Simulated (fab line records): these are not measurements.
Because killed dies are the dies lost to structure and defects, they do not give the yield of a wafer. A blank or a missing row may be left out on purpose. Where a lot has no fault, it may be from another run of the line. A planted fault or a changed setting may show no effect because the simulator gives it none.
Matching of chambers -- flow gf180mcu -- 4 sister chambers for GF_V4_CMP_26 on cmp-01
The step polishes, stops on SiO2, t overpolish 15 s, target thk 0 nm. 4 wafers are shown with their chamber, then 12 later ones without.

WAFERS, EACH WITH ITS CHAMBER
wafer,chamber,motor_current_A (A)
L083.4,0,12.0
L086.4,3,11.1
L089.5,1,10.3
L089.6,2,10.7

WAFERS WHOSE CHAMBER IS MISSING
wafer,motor_current_A (A)
L090.1,10.9
L090.5,10.8
L090.6,10.4
L091.1,12.1
L091.2,10.9
L091.5,10.3
L094.3,11.8
L094.4,10.7
L094.5,11.2
L096.1,11.0
L096.2,10.8
L096.6,10.8

WHICH CHAMBER EACH WENT THROUGH
wafer,from the rows above,in truth
L090.1,can't be placed: 3 or 2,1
L090.5,can't be placed: 2 or 3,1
L090.6,can't be placed: 1 or 2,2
L091.1,0,0
L091.2,can't be placed: 3 or 2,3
L091.5,1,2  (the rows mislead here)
L094.3,0,0
L094.4,2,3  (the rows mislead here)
L094.5,3,3
L096.1,can't be placed: 3 or 2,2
L096.2,can't be placed: 2 or 3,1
L096.6,can't be placed: 2 or 3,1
Placed correctly: 3 of 12. Unplaceable from these rows: 7, with the true chamber sitting among the candidates in 3. Number placed wrongly: 2.
How it was worked out, from the rows above alone: a wafer's distance from a chamber is the root of the sum, over the readings, of the square of ((its reading less the chamber's mean) divided by the reading's scatter). If the next closest chamber is less than 2 further off than the closest, the wafer can't be placed; otherwise it belongs to the closest. For every chamber, the mean is computed from those of its wafers that are shown. The scatter: with one shown wafer a chamber, the root of the mean of the squares of how far each hidden wafer lies from its nearest shown one.
